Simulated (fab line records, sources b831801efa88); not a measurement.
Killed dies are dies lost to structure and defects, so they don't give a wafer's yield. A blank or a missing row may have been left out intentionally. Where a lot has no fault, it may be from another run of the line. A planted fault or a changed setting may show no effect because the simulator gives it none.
Code-filled problem report in 8D (eight disciplines) form | flow sfq_line | the parts of the form that need people (team, actions taken, sign-off) are left out

## 1. WHAT WENT WRONG
Mean of spin_speed_rpm at SFQ_TRILAYER_I4_VIA_LITHO_COAT_108: 2911.6 rpm across 6 wafers in 2 lots; on wafers with no fault it is 2999.9 rpm (standard deviation 2). Relative to the usual mean, that is a shift of -44 standard deviations.
The step: resist thk 62 nm.
First seen on wafer L610.1, day 47 17:35, on litho_track-04. The record has a number at this step for 18 wafers belonging to 6 lots. Rule for "out" (also "out of limits"): further than 4 standard deviations from the usual mean. Any other wafer with a number is counted as sound.

## 2. WHAT IT IS, WHAT IT ISN'T
question                    | is                     | is not
which readings at this step | spin_speed_rpm         | -
which lots                  | L610, L611             | L592, L599, L601, L603
which wafers of those lots  | all that have a number | -
read on which tools         | litho_track-04         | litho_track-01, litho_track-03
when                        | from day 47 17:35      | up to then (12 sound wafers)

## 3. SUSPECTS, AND WHAT RULES EACH OUT
Counting: a tool at a process step up to the reading stays a suspect if it ran every lot that is out and no sound lot after the first of them.
- litho_track-04 at SFQ_TRILAYER_I4_VIA_LITHO_COAT_108 (resist thk 62 nm): kept. All lots that are out passed through it, beginning with L610 at day 47 17:35, and no sound lot followed; its final sound lot before that point was L592 at day 34 14:14. Its own readings are out on those wafers: spin_speed_rpm.
Remaining after the count: litho_track-04 at SFQ_TRILAYER_I4_VIA_LITHO_COAT_108.

## 4. THE CAUSE (what the simulator had put in)
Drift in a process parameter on litho_track-04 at SFQ_TRILAYER_I4_VIA_LITHO_COAT_108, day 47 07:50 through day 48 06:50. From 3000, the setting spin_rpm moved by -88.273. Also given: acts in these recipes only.
Counting left only this tool.

## 5. THE CHAIN OF EFFECTS, in route order
Rows list readings where the struck wafers' mean (over those with a number) sits beyond 3 standard deviations from the usual. Only readings whose record carries a usual standard deviation are examined. hours: median over the lots of the time between each lot's start at the first step of this table that gives one and its start at this step. sigmas: the change, counted in usual standard deviations.
hours | step                               | reading        | usual      | on struck wafers | change | sigmas
0     | SFQ_TRILAYER_I4_VIA_LITHO_COAT_108 | spin_speed_rpm | 2999.9 rpm | 2911.6           | -88.3  | -44
Here are the process steps it includes:
- SFQ_TRILAYER_I4_VIA_LITHO_COAT_108: resist thk 62 nm.
At these later measuring or inspecting steps, every struck wafer for which the step has a row has a number for every such reading, and none has moved that far: SFQ_I4_OVL_MEAS_928.

## 6. HOW IT WOULD HAVE BEEN CAUGHT EARLIER
In this record the first reading out of limits was taken at day 47 17:35, 10 hours after the fault began at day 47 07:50.
